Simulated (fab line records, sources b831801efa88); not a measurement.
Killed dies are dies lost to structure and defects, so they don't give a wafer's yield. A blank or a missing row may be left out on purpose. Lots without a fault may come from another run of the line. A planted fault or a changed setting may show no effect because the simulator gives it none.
Tool commonality check | flow gf180mcu | 14 lots, 42 wafers sampled

WHY IT WAS OPENED
At GF_VT_IMPLANT_RS_MEAS_48 the reading LVPWELL_RS is flagged on 2 of 14 lots. Wafers without a fault read 1198.0 ohm/sq, standard deviation 3.
Rule: a lot is flagged when every wafer of it that has a number lies more than 4 standard deviations from that mean, or none has a number. The other lots count as sound.

lot  | measured     | on            | LVPWELL_RS (ohm/sq), wafer by wafer | flag
L612 | day 8 03:57  | film_metro-04 | 1201.9 1198.7 1199.3                |
L614 | day 8 15:02  | film_metro-01 | 1203.3 1202.6 1195.6                |
L616 | day 9 05:13  | film_metro-02 | 1194.9 1196.1 1192.8                |
L617 | day 9 14:59  | film_metro-02 | 1203.2 1204.5 1201.4                |
L619 | day 10 03:28 | film_metro-04 | 1199.1 1200.3 1200.5                |
L620 | day 10 09:46 | film_metro-04 | 1192.9 1194.3 1196.5                |
L621 | day 10 14:41 | film_metro-01 | 1202.2 1200.6 1198.1                |
L622 | day 10 22:41 | film_metro-02 | 1194.9 1200.0 1197.8                |
L623 | day 11 07:24 | film_metro-04 | 1198.0 1193.8 1196.2                |
L625 | day 11 19:56 | film_metro-02 | 1193.3 1196.5 1196.7                |
L626 | day 12 02:02 | film_metro-01 | 1197.9 1196.4 1197.9                |
L628 | day 12 20:38 | film_metro-01 | 1195.2 1194.4 1197.0                |
L632 | day 13 15:38 | film_metro-04 | 1237.6 1239.3 1236.6                | FLAGGED
L633 | day 14 04:22 | film_metro-02 | 1232.1 1234.5 1232.7                | FLAGGED
The numbers of the flagged lots are 1235.5 ohm/sq on average: +37.5 ohm/sq against the usual, or +12 standard deviations.

WHICH TOOL RAN EACH LOT
The record holds 1 process step before the reading, out of a route of 602 steps. In each cell: the tool, then ch and the chambers that the sampled wafers went through, then the start.
lot  | flag    | GF_LVPWELL_IMPLANT_08
L612 |         | implanter-02 ch 0, day 4 07:44
L614 |         | implanter-04 ch 0, day 4 18:35
L616 |         | implanter-03 ch 0, day 5 06:08
L617 |         | implanter-03 ch 0, day 5 14:44
L619 |         | implanter-03 ch 0, day 6 00:53
L620 |         | implanter-02 ch 0, day 6 06:24
L621 |         | implanter-02 ch 0, day 6 10:22
L622 |         | implanter-04 ch 0, day 6 16:02
L623 |         | implanter-02 ch 0, day 6 23:43
L625 |         | implanter-03 ch 0, day 7 10:41
L626 |         | implanter-02 ch 0, day 7 15:08
L628 |         | implanter-03 ch 0, day 8 06:56
L632 | FLAGGED | implanter-04 ch 0, day 8 23:04
L633 | FLAGGED | implanter-04 ch 0, day 9 07:56
What these steps do:
- GF_LVPWELL_IMPLANT_08
- GF_VT_IMPLANT_RS_MEAS_48: measures by four-point-probe.

FLAGGED OVER TOTAL, TOOL BY TOOL (the gauges that took the reading come last)
step                     | tool          | lots run | flagged | share of the flagged lots | sound lots run after its first flagged lot
GF_LVPWELL_IMPLANT_08    | implanter-02  | 5        | 0       | none                      | -
GF_LVPWELL_IMPLANT_08    | implanter-03  | 5        | 0       | none                      | -
GF_LVPWELL_IMPLANT_08    | implanter-04  | 4        | 2       | all                       | 0
GF_VT_IMPLANT_RS_MEAS_48 | film_metro-01 | 4        | 0       | none                      | -
GF_VT_IMPLANT_RS_MEAS_48 | film_metro-02 | 5        | 1       | some                      | 0
GF_VT_IMPLANT_RS_MEAS_48 | film_metro-04 | 5        | 1       | some                      | 0

WHAT THE TABLE ALLOWS
1 row of the table ran every flagged lot: implanter-04 at GF_LVPWELL_IMPLANT_08.
- implanter-04 at GF_LVPWELL_IMPLANT_08: 2 of its 4 lots flagged. Its last sound lot is L622 (day 6 16:02), its first flagged lot L632 (day 8 23:04): a fault that began between those two fits. Its own readings lie more than 4 standard deviations out on every wafer of the flagged lots: beam_energy_keV.
One tool is left: implanter-04 at GF_LVPWELL_IMPLANT_08.

WHAT THE SIMULATOR HAD PUT IN
Process parameter drift: implanter-04, from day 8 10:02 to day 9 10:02, at GF_LVPWELL_IMPLANT_08. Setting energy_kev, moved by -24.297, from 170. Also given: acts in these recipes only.
Lots struck among those shown: L632, L633. The rule above found the same.
